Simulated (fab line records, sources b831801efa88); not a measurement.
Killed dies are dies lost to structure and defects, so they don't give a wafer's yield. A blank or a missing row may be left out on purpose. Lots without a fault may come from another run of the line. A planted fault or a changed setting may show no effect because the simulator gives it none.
Split-lot experiment | flow sky130 | 5 lots, 23 wafers read, on a route of 708 steps

THE SPLIT
At SKY_VIA4_SOFTBAKE_07 (time 60 s), the setting temp_c was moved away from the recipe's 90 C on 5 of the 23 wafers read, by +2.7% to +4.1%. The other wafers ran this setting at the recipe's value.

The reading is taken at the split's own step.

THE READING
NOVOLAK_of_VIA4_COAT_06.thk_nm (the simulator's own value, which no gauge read), in nm, at SKY_VIA4_SOFTBAKE_07 (time 60 s). The file gives no usual value for it. The 18 wafers here that ran the recipe average 1140 nm, standard deviation 2.5 nm.

wafer  | tool, chamber at the split | temp_c as run, C | against the recipe | NOVOLAK_of_VIA4_COAT_06.thk_nm, nm | against lot-mates on the recipe
L074.1 | litho_track-02, 0          | 90               | recipe             | 1142                               | -
L074.6 | litho_track-02, 0          | 90               | recipe             | 1142                               | -
L074.2 | litho_track-02, 0          | 90               | recipe             | 1143                               | -
L074.5 | litho_track-02, 0          | 90               | recipe             | 1143                               | -
L074.3 | litho_track-02, 0          | 90               | recipe             | 1138                               | -
L077.1 | litho_track-04, 0          | 92.43            | +2.7%              | 1132                               | -10
L077.2 | litho_track-04, 0          | 92.43            | +2.7%              | 1131                               | -10
L077.3 | litho_track-04, 0          | 92.43            | +2.7%              | 1130                               | -12
L077.4 | litho_track-04, 0          | 90               | recipe             | 1142                               | -
L077.5 | litho_track-04, 0          | 90               | recipe             | 1141                               | -
L079.2 | litho_track-01, 0          | 90               | recipe             | 1137                               | -
L079.3 | litho_track-01, 0          | 90               | recipe             | 1140                               | -
L079.4 | litho_track-01, 0          | 90               | recipe             | 1141                               | -
L079.5 | litho_track-01, 0          | 93.73            | +4.1%              | 1128                               | -11
L079.6 | litho_track-01, 0          | 93.73            | +4.1%              | 1130                               | -9
L080.1 | litho_track-02, 0          | 90               | recipe             | 1140                               | -
L080.2 | litho_track-02, 0          | 90               | recipe             | 1137                               | -
L080.3 | litho_track-02, 0          | 90               | recipe             | 1138                               | -
L080.4 | litho_track-02, 0          | 90               | recipe             | 1142                               | -
L080.5 | litho_track-02, 0          | 90               | recipe             | 1136                               | -
L082.4 | litho_track-04, 0          | 90               | recipe             | 1137                               | -
L082.6 | litho_track-04, 0          | 90               | recipe             | 1137                               | -
L082.5 | litho_track-04, 0          | 90               | recipe             | 1135                               | -

THE FIT
A straight line over all 23 wafers: NOVOLAK_of_VIA4_COAT_06.thk_nm changes by -2.76 nm for each +1% of temp_c; r = -0.85; the points scatter about the line by 2.4 nm.
The same after taking each lot's own level away (the mean of its wafers on the recipe; 23 wafers): -3 nm for each +1%; r = -0.91; scatter 2 nm.
On that fit, the largest move of temp_c shifts the reading by 12 nm.
The lots' own levels span 1136.3 to 1141.6 nm, that is 2.1 times the standard deviation above.
So the lot-to-lot level changes the slope little: the two slopes agree.
Check: with one of the wafers moved furthest among these (+4.1%) left out of the fit, the line predicts -13.1 nm for it against its lot-mates. It came out at -11.3 nm against them.

OTHER SPLITS ON THESE WAFERS
These wafers also went through other splits before the reading. Each is held against what the fit with the lots' levels taken away leaves over:
other split on the same wafers     | wafers away from the commonest value | r with NOVOLAK_of_VIA4_COAT_06.thk_nm (lot level and that fit taken away)
SKY_CAPM_SOFTBAKE_08 temp_c        | 11                                   | -0.30
SKY_VIA3_HDPCVD_00 sih4_flow_sccm  | 6                                    | +0.02
SKY_VIA3_SPUTTER_20 time_s         | 10                                   | +0.31
SKY_CAP2M_METAL_ETCH_13 icp_w      | 11                                   | +0.00
SKY_METAL4_COAT_08 spin_rpm        | 7                                    | -0.37
SKY_METAL4_ETCH_16 time_s          | 10                                   | -0.13
SKY_VIA4_CMP_02 leave_above_ref_nm | 7                                    | -0.30

THE FILE'S OWN FIT
NOVOLAK_of_VIA4_COAT_06.thk_nm changes by -2.98 nm for each +1% of temp_c, r = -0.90.
